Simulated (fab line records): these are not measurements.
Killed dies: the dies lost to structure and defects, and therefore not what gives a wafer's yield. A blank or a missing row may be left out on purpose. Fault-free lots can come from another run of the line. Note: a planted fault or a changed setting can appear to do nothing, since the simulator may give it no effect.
Which tool was responsible?	flow sky130	16 lots with 48 wafers sampled at 5 steps, on a route of 708 steps

## WHAT THE GAUGES READ, wafer by wafer
SKY_VT_ADJUST_HVTR_OVL_MEAS_08.
lot	measured	on	VT_ADJUST_HVTR_OVL (nm)
L921	day 9 21:27	overlay-01	-1.8 -0.3 -0.2
L923	day 10 19:12	overlay-02	2.3 -0.6 0.8
L924	day 11 00:10	overlay-02	1.1 0.8 1.6
L925	day 11 10:21	overlay-01	-1.4 -1.9 0.8
L926	day 11 13:57	overlay-02	1.8 0.0 2.3
L929	day 12 03:17	overlay-02	2.9 4.6 2.7
L930	day 12 14:44	overlay-02	0.3 1.0 3.4
L931	day 12 17:57	overlay-02	2.5 3.0 2.9
L932	day 13 07:25	overlay-02	-0.7 -0.1 -0.2
L933	day 13 09:24	overlay-01	2.1 0.5 0.1
L934	day 13 11:54	overlay-01	2.6 0.4 2.5
L935	day 13 20:04	overlay-02	1.6 -3.4 -1.7
L939	day 15 07:43	overlay-02	0.7 -0.3 0.7
L940	day 15 15:13	overlay-02	2.2 3.7 2.3
L941	day 16 00:46	overlay-02	-0.1 0.7 0.4
L943	day 16 12:34	overlay-02	1.4 0.6 -0.5

SKY_SONOS_TUNNEL_OVL_MEAS_08.
lot	measured	on	SONOS_TUNNEL_OVL (nm)
L921	day 11 18:49	overlay-02	0.3 -1.8 -0.6
L923	day 12 17:46	overlay-01	-0.3 0.2 0.3
L924	day 12 23:27	overlay-02	0.3 0.9 0.7
L925	day 13 10:22	overlay-02	-1.8 -1.4 -1.7
L926	day 13 13:07	overlay-02	2.0 0.4 1.3
L929	day 14 04:14	overlay-02	1.0 0.9 -0.9
L930	day 14 15:44	overlay-01	1.5 -0.3 2.2
L931	day 14 18:52	overlay-01	-1.0 0.2 -1.1
L932	day 15 09:56	overlay-02	0.0 0.3 -0.6
L933	day 15 11:16	overlay-01	1.3 1.6 0.6
L934	day 15 15:31	overlay-01	220.6 221.2 222.3 220.5 221.1 221.4
L935	day 16 00:01	overlay-02	224.5 227.2 224.2 223.6 226.9 223.2
L939	day 17 17:02	overlay-02	0.1 -0.4 0.1
L940	day 18 00:21	overlay-02	223.4 224.0 224.8 222.6 223.4 224.4
L941	day 18 10:58	overlay-01	226.0 224.4 224.3 225.2 223.6 223.5
L943	day 18 23:15	overlay-01	0.0 0.2 -0.4

SKY_SONOS_ONO_CD_MEAS_13: the cd target is 410 nm.
lot	measured	on	cd nm (nm)
L921	day 13 01:56	cd sem-02	410.2 411.4 410.3
L923	day 14 04:25	cd sem-01	410.5 410.4 412.1
L924	day 14 10:03	cd sem-02	409.5 409.2 409.6
L925	day 14 21:51	cd sem-02	407.0 409.7 408.1
L926	day 14 21:29	cd sem-02	408.7 408.9 410.0
L929	day 15 16:17	cd sem-01	409.9 409.6 410.3
L930	day 16 00:16	cd sem-01	407.1 405.9 407.0
L931	day 16 04:38	cd sem-02	410.3 410.6 408.5
L932	day 16 21:04	cd sem-01	409.7 411.0 411.2
L933	day 16 20:44	cd sem-02	407.9 406.8 410.5
L939	day 19 09:13	cd sem-02	411.0 409.9 410.9
L943	day 20 11:46	cd sem-01	405.6 408.6 408.2

SKY_SONOS_ONO_OVL_MEAS_14.
lot	measured	on	SONOS_ONO_OVL (nm)
L921	day 13 02:03	overlay-02	0.3 -2.0 0.2
L923	day 14 04:32	overlay-01	0.6 -0.7 0.7
L924	day 14 10:10	overlay-02	-1.3 0.6 -1.3
L925	day 14 21:58	overlay-02	-1.4 -1.0 -0.6
L926	day 14 21:36	overlay-02	-1.1 -1.0 -0.6
L929	day 15 16:22	overlay-02	2.4 1.3 0.6
L930	day 16 00:22	overlay-02	-3.9 -4.1 -2.2
L931	day 16 04:45	overlay-01	-2.0 -2.6 -0.7
L932	day 16 21:08	overlay-02	1.1 -1.3 -1.8
L933	day 16 20:51	overlay-02	-1.5 0.3 0.2
L939	day 19 09:19	overlay-01	0.2 -1.0 -0.1
L943	day 20 11:53	overlay-02	-1.8 -1.2 -1.4

## TOOL THAT RAN EACH LOT (tool first, then ch and the chambers of the sampled wafers, then the start)
lot	SKY_SONOS_TUNNEL_EXPOSE_04
L921	iline stepper-02 ch 0, day 11 07:28
L923	iline stepper-01 ch 0, day 12 05:32
L924	iline stepper-02 ch 0, day 12 10:55
L925	iline stepper-02 ch 0, day 12 22:49
L926	iline stepper-02 ch 0, day 13 01:39
L929	iline stepper-01 ch 0, day 13 16:16
L930	iline stepper-01 ch 0, day 14 03:47
L931	iline stepper-02 ch 0, day 14 06:40
L932	iline stepper-02 ch 0, day 14 21:13
L933	iline stepper-02 ch 0, day 14 22:33
L934	iline stepper-02 ch 0, day 15 01:56
L935	iline stepper-02 ch 0, day 15 09:39
L939	iline stepper-01 ch 0, day 17 02:56
L940	iline stepper-02 ch 0, day 17 10:01
L941	iline stepper-02 ch 0, day 17 20:02
L943	iline stepper-01 ch 0, day 18 08:28
- SKY_SONOS_TUNNEL_EXPOSE_04: exposes mask TUNM, target cd 410 nm.

## AS READ BY THE TOOLS THEMSELVES (means over the sampled wafers that have a number; for cases with no such wafer, the mark the record gives instead)
The record holds no such reading with a usual standard deviation.

## THE ANSWER, worked out from the rows above alone
Rule: the usual values come from the lots themselves. Put in order of their means at a reading, lots are off if they are a third of the lots or fewer, leave a main group of 4 or more, and stand apart from it by a gap of 3 or more times the standard deviation of the main group's means; of several such gaps the widest counts. A main group is skipped when, at the precision printed for the reading in the tables above, its means are all equal. Also off: a lot with no number at a reading for which 4 or more lots have one. Where the step has rows for the other lots, those lots are counted as sound. First the gauges in route order, then the tools' own readings, where a lot's mean is used as printed above. At the first step where some lot is off, the reading lying furthest off is the one used; lots without a number count as furthest.
Off: L934, L935, L940, L941, at SKY_SONOS_TUNNEL_OVL_MEAS_08 (SONOS_TUNNEL_OVL). The main group: mean 0.1 nm, standard deviation 0.82.
If a tool, at a process step before that reading, ran all the lots that are off and no sound lot after the first of them, it fits. Those tools and the gauges at SKY_SONOS_TUNNEL_OVL_MEAS_08 are tried in the same way. One fits: iline stepper-02 at SKY_SONOS_TUNNEL_EXPOSE_04. A fault onset in the window from L933 (day 14 22:33, its last sound lot) to L934 (day 15 01:56, its first lot off) fits.

## WHAT WAS PUT IN BY THE SIMULATOR
Scanner matching overlay: iline stepper-02, from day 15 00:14 on, at SKY_SONOS_TUNNEL_EXPOSE_04. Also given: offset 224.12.
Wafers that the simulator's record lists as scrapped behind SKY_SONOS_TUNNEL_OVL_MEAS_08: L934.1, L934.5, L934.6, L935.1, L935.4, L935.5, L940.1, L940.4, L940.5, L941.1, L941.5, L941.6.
Lots struck among those shown: L934, L935, L940, L941. The rule given above showed the same thing.
